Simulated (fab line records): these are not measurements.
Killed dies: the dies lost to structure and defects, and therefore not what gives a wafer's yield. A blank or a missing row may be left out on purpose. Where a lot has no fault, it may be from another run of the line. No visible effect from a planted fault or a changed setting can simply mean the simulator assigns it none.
Which tool was responsible? / flow sky130 / 72 wafers sampled from 24 lots at 1 step of a route of 708

== WHAT THE GAUGES READ, wafer by wafer ==
SKY_POLY_GATE_CD_MEAS_13: the cd target is 150 nm. Usual: cd-nm reads 150.3 nm (standard deviation 1.6).
lot=L074; measured=day 16 10:31; on=cd-sem-02; cd-nm (nm)=148.9 148.6 148.6; flag=
lot=L075; measured=day 16 11:11; on=cd-sem-02; cd-nm (nm)=152.7 151.6 152.9; flag=
lot=L076; measured=day 18 07:25; on=cd-sem-02; cd-nm (nm)=148.9 147.4 148.1; flag=
lot=L077; measured=day 18 08:02; on=cd-sem-01; cd-nm (nm)=150.8 149.6 148.9; flag=
lot=L078; measured=day 22 02:19; on=cd-sem-02; cd-nm (nm)=150.1 151.6 150.9; flag=
lot=L079; measured=day 22 02:38; on=cd-sem-01; cd-nm (nm)=152.2 151.6 152.2; flag=
lot=L080; measured=day 22 02:40; on=cd-sem-02; cd-nm (nm)=149.8 149.8 148.2; flag=
lot=L085; measured=day 22 02:48; on=cd-sem-01; cd-nm (nm)=150.6 150.4 150.1; flag=
lot=L083; measured=day 22 03:00; on=cd-sem-02; cd-nm (nm)=148.9 148.7 149.4; flag=
lot=L081; measured=day 22 03:01; on=cd-sem-01; cd-nm (nm)=154.5 153.5 152.8; flag=
lot=L082; measured=day 22 03:56; on=cd-sem-02; cd-nm (nm)=147.9 149.4 148.3; flag=
lot=L084; measured=day 22 04:37; on=cd-sem-02; cd-nm (nm)=150.9 150.6 150.0; flag=
lot=L088; measured=day 22 08:14; on=cd-sem-01; cd-nm (nm)=151.9 151.3 150.8; flag=
lot=L086; measured=day 22 08:32; on=cd-sem-02; cd-nm (nm)=147.1 147.1 147.2; flag=
lot=L087; measured=day 22 10:31; on=cd-sem-01; cd-nm (nm)=149.2 148.4 149.3; flag=
lot=L089; measured=day 22 12:59; on=cd-sem-02; cd-nm (nm)=150.9 152.0 152.5; flag=
lot=L090; measured=day 22 13:07; on=cd-sem-01; cd-nm (nm)=149.4 149.4 149.4; flag=
lot=L091; measured=day 22 15:42; on=cd-sem-01; cd-nm (nm)=151.5 150.0 151.8; flag=
lot=L092; measured=day 22 21:28; on=cd-sem-01; cd-nm (nm)=151.5 151.3 153.4; flag=
lot=L093; measured=day 23 00:20; on=cd-sem-02; cd-nm (nm)=151.8 151.9 152.4; flag=
lot=L094; measured=day 23 04:03; on=cd-sem-01; cd-nm (nm)=147.7 148.9 147.1; flag=
lot=L095; measured=day 23 11:34; on=cd-sem-02; cd-nm (nm)=149.3 148.7 148.2; flag=
lot=L096; measured=day 23 20:49; on=cd-sem-01; cd-nm (nm)=150.2 150.3 151.7; flag=
lot=L097; measured=day 24 10:08; on=cd-sem-02; cd-nm (nm)=149.9 150.9 150.5; flag=

== EACH LOT AND THE TOOL THAT RAN IT (in order: tool; ch and the chambers of the sampled wafers; start) ==
The record shows no process step preceding these readings.

== AS READ BY THE TOOLS THEMSELVES (means over the sampled wafers that have a number; for cases with no such wafer, the mark the record gives instead) ==
The record holds no such reading with a usual standard deviation.

== THE ANSWER, worked out from the rows above alone ==
Rule: a lot is off if the mean of its wafers that have a number lies more than 3 standard deviations from the usual mean. A lot without any number at a reading at which 4 lots or more have one is off too. Where the step has rows for the other lots, those lots are counted as sound. The gauges are gone through in route order, then the tools' own readings, and for those a lot's mean is taken as printed above. The first step at which some lot is off is used, and at that step the reading that is off furthest; a lot without a number counts as furthest.
Across all readings shown, no lot is off: no conclusion can be drawn from this.

== WHAT HAD BEEN PUT IN BY THE SIMULATOR ==
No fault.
